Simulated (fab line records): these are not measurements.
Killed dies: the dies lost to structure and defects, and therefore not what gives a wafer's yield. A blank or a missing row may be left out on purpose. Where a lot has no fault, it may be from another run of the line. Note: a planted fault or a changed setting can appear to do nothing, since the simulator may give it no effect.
Chamber matching | flow sky130 | 4 sister chambers for SKY_VIA1_CMP_02 on cmp-01
The step polishes SiO2. 14 wafers are shown with their chamber, then 7 later ones without.

## WAFERS PAIRED WITH THEIR CHAMBERS
wafer  | chamber | motor_current_A (A) | head_pressure_psi (psi) | slurry_filter_dp_kPa (kPa)
L347.2 | 3       | 10.9                | 4.005                   | 13.42
L347.3 | 2       | 13.3                | 4.004                   | 13.30
L347.6 | 2       | 13.3                | 4.009                   | 13.41
L348.1 | 1       | 11.5                | 4.000                   | 13.37
L348.5 | 1       | 11.1                | 4.010                   | 13.85
L348.6 | 0       | 15.7                | 4.008                   | 13.44
L354.1 | 2       | 13.3                | 3.996                   | 13.38
L354.3 | 1       | 11.4                | 4.021                   | 13.47
L354.4 | 3       | 10.6                | 4.008                   | 13.41
L357.2 | 2       | 13.5                | 4.006                   | 13.51
L357.5 | 1       | 11.8                | 3.999                   | 13.27
L357.6 | 0       | 14.6                | 3.996                   | 13.47
L358.2 | 2       | 13.3                | 4.022                   | 13.79
L358.3 | 1       | 10.9                | 4.005                   | 13.54

SIGNATURES, as means of the wafers listed above
reading              | chamber 0 | chamber 1 | chamber 2 | chamber 3 | scatter within a chamber
motor_current_A      | 15.150    | 11.340    | 13.340    | 10.750    | 0.343
head_pressure_psi    | 4.00200   | 4.00700   | 4.00740   | 4.00650   | 0.0087
slurry_filter_dp_kPa | 13.4550   | 13.5000   | 13.4780   | 13.4150   | 0.184
Rule: a wafer's distance from a chamber is the root of the sum, over the readings, of the square of ((its reading less the chamber's mean) divided by the reading's scatter). If the next closest chamber is less than 2 further off than the closest, the wafer can't be placed; otherwise it belongs to the closest. How the scatter is found: for the shown wafers, subtract from each reading the mean of its chamber, square and add these, divide the total by (wafers less chambers), then take the root.

## WAFERS WITHOUT THEIR CHAMBER
wafer  | motor_current_A (A) | head_pressure_psi (psi) | slurry_filter_dp_kPa (kPa)
L358.4 | 15.6                | 4.012                   | 13.54
L364.2 | 14.4                | 3.996                   | 13.50
L364.4 | 10.9                | 4.003                   | 13.65
L364.5 | 12.6                | 4.001                   | 13.59
L366.3 | 11.7                | 4.004                   | 13.34
L366.5 | 14.6                | 3.990                   | 13.50
L366.6 | 10.7                | 4.004                   | 13.54

## WHICH CHAMBER EACH ONE RAN IN
wafer  | from the rows above     | in truth
L358.4 | 0                       | 0
L364.2 | can't be placed: 0 or 2 | 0
L364.4 | can't be placed: 3 or 1 | 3
L364.5 | can't be placed: 2 or 1 | 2
L366.3 | can't be placed: 1 or 3 | 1
L366.5 | 0                       | 0
L366.6 | can't be placed: 3 or 1 | 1
Correct placement for 2 of the 7. Not placeable from these rows: 5 (in 5, the candidates include the true chamber). Placed wrongly: 0.
